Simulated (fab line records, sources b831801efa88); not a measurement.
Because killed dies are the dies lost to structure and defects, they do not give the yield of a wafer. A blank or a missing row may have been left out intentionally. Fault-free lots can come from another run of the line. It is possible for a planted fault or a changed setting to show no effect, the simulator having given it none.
Struck lot and sound lot, side by side | flow sky130 | 32 out of 708 route steps
Sound: these wafers, L669.4, L669.5, L669.6. Wafers struck: L681.1, L681.4, L681.6. The cause is given at the end.
For every step that has rows: the tool of each side, followed by ch and its chambers, followed by its first start. Under that, the readings that differ: sound wafers | struck wafers | difference of the means | sigmas: that difference in standard deviations of wafers without a fault.
alike: words and numbers the same on both sides, and readings whose means are apart by under 2 such deviations; not compared: readings that were withheld, readings missing a value for some wafer, numbers with overlapping values and no deviation given by the record, and bounds like >300 which may hide the same value.
A row with sigmas, a row that says differs or no value, or rows on one side alone: a step with any of these is where the two part. Numbers that don't overlap but have no deviation are shown without sigmas and don't part them. Lack of a reading on every wafer of one side parts them only where that side has two or more wafers.

SKY_PWDE_OVL_MEAS_07:
  struck on overlay-02, day 9 02:28; sound on overlay-01, day 6 04:26
  alike: PWDE_OVL
after that, 1 step had no rows for these wafers: SKY_PWDE_IMPLANT_08.
SKY_PWDE_STRIP_09: strips in O2/N2.
  sound on plasma_asher-03 ch 0,1, day 6 04:38; struck on plasma_asher-03 ch 0, day 9 02:39
  alike: drypump_motor_current_A, oes_product_au, strip_time_to_endpoint_s
  not compared: rf_hours_counter_h
SKY_PWDE_TW_MEAS_10:
  struck on film_metro-02, day 9 02:45; sound on film_metro-01, day 6 04:44
  alike: PWDE_TW
then, 7 steps without rows for these wafers: SKY_NWELL_DEHYDRATE_03 (time 60 s); SKY_NWELL_HMDS_04 (prime time 60 s); SKY_NWELL_COAT_05 (resist thk 3000 nm); SKY_NWELL_SOFTBAKE_06; SKY_NWELL_EXPOSE_07 (exposes mask NWM, target cd 840 nm); SKY_NWELL_PEB_08; SKY_NWELL_DEVELOP_09 (develop time 60 s).
SKY_NWELL_OVL_MEAS_10:
  struck on overlay-02, day 10 00:46; sound on overlay-01, day 6 23:47
  alike: NWELL_00_OVL
SKY_NWELL_IMPLANT_11:
  sound on implanter-04 ch 0, day 6 23:53; struck on implanter-03 ch 0, day 10 00:48
  reading                   | sound                | struck               | difference | sigmas
  beam_energy_keV           | 399.94 400.06 400.07 | 477.07 477.06 477.06 | +77.04     | +99 or more
  model.implant.rp_nm (nm)  | 493.8 493.8 493.8    | 592.4 592.4 592.4    | +98.6      |
  model.implant.drp_nm (nm) | 116.9 116.9 116.9    | 127.5 127.5 127.5    | +10.6      |
  alike: end_station_pressure_torr
then, 2 steps without rows for these wafers: SKY_NWELL_IMPLANT_12; SKY_NWELL_IMPLANT_13.
SKY_NWELL_STRIP_14: strips in O2/N2.
  sound on plasma_asher-04 ch 0,1, day 7 00:17; struck on plasma_asher-04 ch 0,1, day 10 01:15
  alike: drypump_motor_current_A, oes_product_au, strip_time_to_endpoint_s
  not compared: rf_hours_counter_h
SKY_NWELL_TW_MEAS_15:
  struck on film_metro-02, day 10 01:21; sound on film_metro-04, day 7 00:23
  alike: NWELL_TW
then, 7 steps without rows for these wafers: SKY_NWELL_DEHYDRATE_16 (time 60 s); SKY_NWELL_HMDS_17 (prime time 60 s); SKY_NWELL_COAT_18 (resist thk 3000 nm); SKY_NWELL_SOFTBAKE_19; SKY_NWELL_EXPOSE_20 (exposes mask NWM COMPLEMENT, target cd 840 nm); SKY_NWELL_PEB_21; SKY_NWELL_DEVELOP_22 (develop time 60 s).
SKY_NWELL_OVL_MEAS_23:
  struck on overlay-01, day 11 00:32; sound on overlay-01, day 7 20:28
  alike: NWELL_01_OVL
after that, 1 step had no rows for these wafers: SKY_NWELL_IMPLANT_24.
SKY_NWELL_STRIP_25: strips in O2/N2.
  sound on plasma_asher-04 ch 0,1, day 7 20:40; struck on plasma_asher-02 ch 0,1, day 11 00:44
  alike: drypump_motor_current_A, oes_product_au, strip_time_to_endpoint_s
  not compared: rf_hours_counter_h
SKY_NWELL_TW_MEAS_26:
  struck on film_metro-01, day 11 00:50; sound on film_metro-02, day 7 20:45
  alike: NWELL_2_TW
then, 1 step without rows for these wafers: SKY_NWELL_CLEAN_27 (cleans in SC1/SC2, time 150 s).
SKY_NWELL_RTA_28: time 30 s.
  sound on rtp_anneal-02 ch 0, day 7 20:53; struck on rtp_anneal-02 ch 0, day 11 00:56
  alike: lamp_power_pct, ramp_down_c_per_s, wafer_temp_C_max
SKY_NWELL_RS_MEAS_29: a four-point-probe measurement.
  struck on film_metro-04, day 11 01:02; sound on film_metro-01, day 7 20:59
  reading           | sound             | struck            | difference | sigmas
  NWELL_RS (ohm/sq) | 625.0 623.5 623.2 | 605.2 605.8 604.2 | -18.8      | -10
-- the record jumps here: 40 days lie between the struck wafers' starts before and after (it left off in module NWELL and takes up again in module PAD_OPEN, whose first step shown is number 708 of the route) --
SKY_PAD_OPEN_PROBE_99:
  struck on prober-02, day 51 00:47; sound on prober-02, day 48 18:07
  reading                                | sound                         | struck                        | difference | sigmas
  model.etest.nfet_16v.r_on_ohm_um       | 1.402e+04 1.389e+04 1.409e+04 | 1.648e+04 1.642e+04 1.663e+04 | +2.510e+03 |
  model.etest.pfet_16v.r_on_ohm_um       | 1.552e+04 1.538e+04 1.616e+04 | 1.414e+04 1.462e+04 1.442e+04 | -1.293e+03 |
  model.etest.res_nwell.line_ohm_um      | 1132 1132 1175                | 855.8 880 862.8               | -280.1     |
  model.etest.res_nwell.rs_ohm_sq        | 967 954 989.9                 | 740.9 759.7 740               | -223.4     |
  model.etest.tip_p_5v.rs_ohm_sq         | 2877 2870 2874                | 2747 2709 2719                | -149       |
  model.etest.pfet_16v.drive_ua_um       | 243.8 246.7 236.7             | 269.6 263.5 265.3             | +23.7      |
  model.etest.pfet_g5v0d10v5.drive_ua_um | 345.4 347.4 344.9             | 358.2 356.6 353.2             | +10.1      |
  alike: killed_at_M0_to_M3, killed_at_M4_up, killed_at_contacts, killed_at_front_end, killed_at_other, killed_dies, killed_open, killed_short
  not compared: model.etest.pfet_g5v0d10v5.r_on_ohm_um

## WHERE THEY PART
Last at SKY_NWELL_RS_MEAS_29 as far as this record goes, first at SKY_NWELL_IMPLANT_11. Later steps at which nothing parts them and some readings are alike: SKY_PAD_OPEN_PROBE_99.

WHY: the cause the simulator had injected
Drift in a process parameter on implanter-03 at SKY_NWELL_IMPLANT_11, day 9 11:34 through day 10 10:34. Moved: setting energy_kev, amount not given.
